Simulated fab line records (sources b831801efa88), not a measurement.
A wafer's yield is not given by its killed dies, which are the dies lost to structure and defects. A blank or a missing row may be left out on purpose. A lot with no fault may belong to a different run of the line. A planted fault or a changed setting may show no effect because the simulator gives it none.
The tool behind it: which one? ; flow sky130 ; Sampling: 7 lots, 21 wafers, 3 of 708 route steps

WHAT EACH GAUGE READ, for each wafer
SKY_LDD_LDN_OVL_MEAS_07.
lot;measured;on;LDD_LDN_OVL (nm)
L194;day 23 06:32;overlay-02;-1.6 0.2 -1.1
L199;day 24 22:17;overlay-01;- - -
L205;day 27 03:44;overlay-02;-1.8 -2.4 -1.7
L209;day 28 19:32;overlay-01;1.7 1.9 0.9
L211;day 29 05:05;overlay-02;1.9 -0.8 1.1
L213;day 29 23:08;overlay-02;-0.3 -1.2 0.1
L215;day 30 17:29;overlay-02;-0.6 -0.6 0.2

WHICH TOOL RAN EACH LOT (tool, then ch and the chambers of the sampled wafers, then the start)
lot;SKY_VT_ADJUST_PCH_STRIP_09;SKY_LDD_LDN_DEVELOP_06
L194;plasma-asher-04 ch 0,1, day 10 17:55;litho-track-02 ch 0, day 23 06:24
L199;plasma-asher-01 ch 0,1, day 12 05:29;litho-track-02, day 24 22:08
L205;plasma-asher-04 ch 0,1, day 14 03:38;litho-track-04 ch 0, day 27 03:35
L209;plasma-asher-04 ch 0,1, day 15 16:02;litho-track-02 ch 0, day 28 19:24
L211;plasma-asher-04 ch 0,1, day 16 04:43;litho-track-02 ch 0, day 29 04:56
L213;plasma-asher-04 ch 0,1, day 16 23:37;litho-track-04 ch 0, day 29 23:01
L215;plasma-asher-01 ch 0,1, day 17 12:13;litho-track-04 ch 0, day 30 17:20
- SKY_VT_ADJUST_PCH_STRIP_09: strips in O2/N2.
- SKY_LDD_LDN_DEVELOP_06: develop time 60 s.

THE ANSWER, worked out from the rows above alone
Rule: the usual values come from the lots themselves. The widest of any qualifying gaps counts: lots, ordered by their means at a reading, are off when they make up no more than a third of the lots, leave a main group of 4 or more, and stand apart from it by 3 or more times the standard deviation of that group's means. A main group is skipped when, at the precision printed for the reading in the tables above, its means are all equal. Also off: a lot with no number at a reading for which 4 or more lots have one. The other lots that the step has rows for count as sound.
Off: L199, seen at SKY_LDD_LDN_OVL_MEAS_07 (LDD_LDN_OVL). Without a number there: L199. The main group: mean -0.2 nm, standard deviation 1.1.
If a tool, at a process step before that reading, ran all the lots that are off and no sound lot after the first of them, it fits. The gauges at SKY_LDD_LDN_OVL_MEAS_07 are tried like those tools. No candidate that was tried fits.

WHAT THE SIMULATOR PUT IN
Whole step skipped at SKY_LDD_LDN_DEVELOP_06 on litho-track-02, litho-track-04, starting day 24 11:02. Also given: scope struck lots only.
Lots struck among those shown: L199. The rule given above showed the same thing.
